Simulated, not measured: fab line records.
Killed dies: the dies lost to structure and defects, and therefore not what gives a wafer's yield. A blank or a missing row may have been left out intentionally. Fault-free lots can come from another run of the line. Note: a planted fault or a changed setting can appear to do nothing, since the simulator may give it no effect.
Matching of chambers | flow gf180mcu | pecvd-02 running GF_V5_CVD_02: 3 sister chambers
The step deposits SiO2 from TEOS, target thk 1450 nm, time 163.28 s. 6 wafers are shown with their chamber, then 9 later ones without.

WAFERS PAIRED WITH THEIR CHAMBERS
wafer  | chamber | heater_power_w (W)
L083.1 | 2       | 645
L083.2 | 1       | 688
L083.5 | 0       | 547
L090.1 | 2       | 523
L090.2 | 0       | 620
L090.3 | 1       | 672

WAFERS MISSING THEIR CHAMBER
wafer  | heater_power_w (W)
L090.4 | 555
L090.5 | 665
L090.6 | 596
L094.1 | 543
L094.2 | 653
L094.3 | 675
L094.4 | 533
L094.5 | 537
L094.6 | 604

CHAMBER TAKEN BY EACH
wafer  | from the rows above          | in truth
L090.4 | can't be placed: 0 or 2 or 1 | 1
L090.5 | can't be placed: 1 or 2 or 0 | 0
L090.6 | can't be placed: 2 or 0 or 1 | 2
L094.1 | can't be placed: 0 or 2 or 1 | 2
L094.2 | can't be placed: 1 or 2 or 0 | 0
L094.3 | can't be placed: 1 or 2 or 0 | 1
L094.4 | can't be placed: 0 or 2 or 1 | 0
L094.5 | can't be placed: 0 or 2 or 1 | 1
L094.6 | can't be placed: 2 or 0 or 1 | 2
0 of 9 placed correctly. From these rows, 9 cannot be placed; in 9 the true chamber is one of the candidates. Number placed wrongly: 0.
How it was worked out, from the rows above alone: a wafer's distance from a chamber is the root of the sum, over the readings, of the square of ((its reading less the chamber's mean) divided by the reading's scatter). If the next closest chamber is less than 2 further off than the closest, the wafer can't be placed; otherwise it belongs to the closest. Each chamber's mean is taken over the wafers shown for it. How the scatter is found: for the shown wafers, subtract from each reading the mean of its chamber, square and add these, divide the total by (wafers less chambers), then take the root.
